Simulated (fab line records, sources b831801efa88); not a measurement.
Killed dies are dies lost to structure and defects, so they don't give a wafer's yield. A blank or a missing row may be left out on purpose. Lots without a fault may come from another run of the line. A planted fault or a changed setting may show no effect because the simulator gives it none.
Which tool did it? | flow gf180mcu | 11 lots, 33 wafers sampled, at 4 steps of a route of 602

WHAT THE GAUGES READ, wafer by wafer
GF_MVSD_TW_MEAS_11. Usual: MVSD_TW 1582, standard deviation 13.
lot  | measured    | on            | MVSD_TW        | flag
L635 | day 4 13:53 | film_metro-04 | 1566 1569 1567 |
L636 | day 4 16:53 | film_metro-04 | 1563 1566 1556 |
L637 | day 4 22:27 | film_metro-01 | 1589 1593 1598 |
L638 | day 5 06:49 | film_metro-01 | 1594 1590 1585 |
L639 | day 5 12:32 | film_metro-03 | 1575 1580 1576 |
L640 | day 5 17:08 | film_metro-01 | 1582 1584 1578 |
L641 | day 5 23:22 | film_metro-03 | 1582 1574 1564 |
L642 | day 6 06:04 | film_metro-04 | 1548 1552 1557 |
L648 | day 7 20:32 | film_metro-03 | 1591 1592 1589 |
L650 | day 8 01:53 | film_metro-04 | 2373 2365 2380 | OFF
L651 | day 8 08:24 | film_metro-01 | 2407 2409 2408 | OFF

GF_VT_IMPLANT_RS_MEAS_46: measures by four-point-probe. Usual: MVSD_RS 456.9 ohm/sq, standard deviation 1.2.
lot  | measured     | on            | MVSD_RS (ohm/sq)  | flag
L635 | day 7 16:46  | film_metro-04 | 457.7 455.1 456.5 |
L636 | day 7 20:38  | film_metro-01 | 457.7 457.6 458.5 |
L637 | day 8 03:41  | film_metro-01 | 456.3 457.6 457.1 |
L638 | day 8 13:00  | film_metro-03 | 455.7 455.9 455.7 |
L639 | day 8 19:46  | film_metro-03 | 456.2 456.8 455.8 |
L640 | day 9 01:00  | film_metro-04 | 456.2 457.4 457.0 |
L641 | day 9 09:11  | film_metro-03 | 455.2 457.1 456.7 |
L642 | day 9 15:39  | film_metro-03 | 453.9 455.7 454.6 |
L648 | day 11 12:04 | film_metro-03 | 455.2 454.9 455.2 |
L650 | day 11 17:40 | film_metro-04 | - - -             | OFF
L651 | day 12 01:49 | film_metro-01 | - - -             | OFF

GF_M2_RS_MEAS_05: measures by four-point-probe. Usual: M2_ALCU_RS 0.0693 ohm/sq, standard deviation 0.00096.
lot  | measured     | on            | M2_ALCU_RS (ohm/sq)  | flag
L635 | day 18 06:10 | film_metro-04 | 0.0706 0.0698 0.0704 |
L636 | day 18 14:23 | film_metro-04 | 0.0682 0.0683 0.0680 |
L637 | day 19 00:08 | film_metro-02 | 0.0685 0.0689 0.0680 |
L638 | day 19 13:46 | film_metro-02 | 0.0674 0.0680 0.0685 |
L639 | day 19 21:28 | film_metro-02 | 0.0672 0.0704 0.0680 |
L640 | day 20 07:00 | film_metro-02 | 0.0697 0.0695 0.0691 |
L641 | day 20 17:33 | film_metro-02 | 0.0692 0.0676 0.0686 |
L642 | day 21 04:20 | film_metro-02 | 0.0701 0.0705 0.0703 |
L648 | day 23 06:48 | film_metro-04 | 0.0687 0.0697 0.0699 |
L650 | day 23 22:20 | film_metro-02 | 0.0680 0.0690 0.0696 |
L651 | day 24 03:58 | film_metro-02 | 0.0685 0.0699 0.0701 |

WHICH TOOL RAN EACH LOT (tool, then ch and the chambers of the sampled wafers, then the start)
lot  | GF_MVSD_IMPLANT_08
L635 | implanter-02 ch 0, day 4 13:29
L636 | implanter-04 ch 0, day 4 16:29
L637 | implanter-02 ch 0, day 4 22:04
L638 | implanter-03 ch 0, day 5 06:25
L639 | implanter-03 ch 0, day 5 12:08
L640 | implanter-03 ch 0, day 5 16:44
L641 | implanter-03 ch 0, day 5 22:59
L642 | implanter-02 ch 0, day 6 05:40
L648 | implanter-02 ch 0, day 7 20:08
L650 | implanter-03 ch 0, day 8 01:29
L651 | implanter-02 ch 0, day 8 08:01
- GF_MVSD_IMPLANT_08

WHAT THE TOOLS THEMSELVES READ (means of the sampled wafers that have a number; where no wafer has one, the mark that the record gives instead)
GF_MVSD_IMPLANT_08. Usual: beam_energy_keV 400.00, standard deviation 0.12.
lot  | tool         | beam_energy_keV | flag
L635 | implanter-02 | 399.98          |
L636 | implanter-04 | 399.87          |
L637 | implanter-02 | 400.10          |
L638 | implanter-03 | 400.08          |
L639 | implanter-03 | 400.01          |
L640 | implanter-03 | 400.07          |
L641 | implanter-03 | 400.01          |
L642 | implanter-02 | 399.88          |
L648 | implanter-02 | 399.91          |
L650 | implanter-03 | 400.08          |
L651 | implanter-02 | 400.12          |

THE ANSWER, worked out from the rows above alone
Rule: a lot is off if the mean of its wafers that have a number lies more than 3 standard deviations from the usual mean. A lot without any number at a reading at which 4 lots or more have one is off too. The other lots that the step has rows for count as sound. The gauges are gone through in route order, then the tools' own readings, and for those a lot's mean is taken as printed above. The first step at which some lot is off is used, and at that step the reading that is off furthest; a lot without a number counts as furthest.
Off: L650, L651, at GF_MVSD_TW_MEAS_11 (MVSD_TW).
A tool fits if, at a process step before that reading, it ran every lot that is off, and no sound lot after the first of them. The gauges at GF_MVSD_TW_MEAS_11 are tried like those tools. None of those tried fits.

WHAT THE SIMULATOR HAD PUT IN
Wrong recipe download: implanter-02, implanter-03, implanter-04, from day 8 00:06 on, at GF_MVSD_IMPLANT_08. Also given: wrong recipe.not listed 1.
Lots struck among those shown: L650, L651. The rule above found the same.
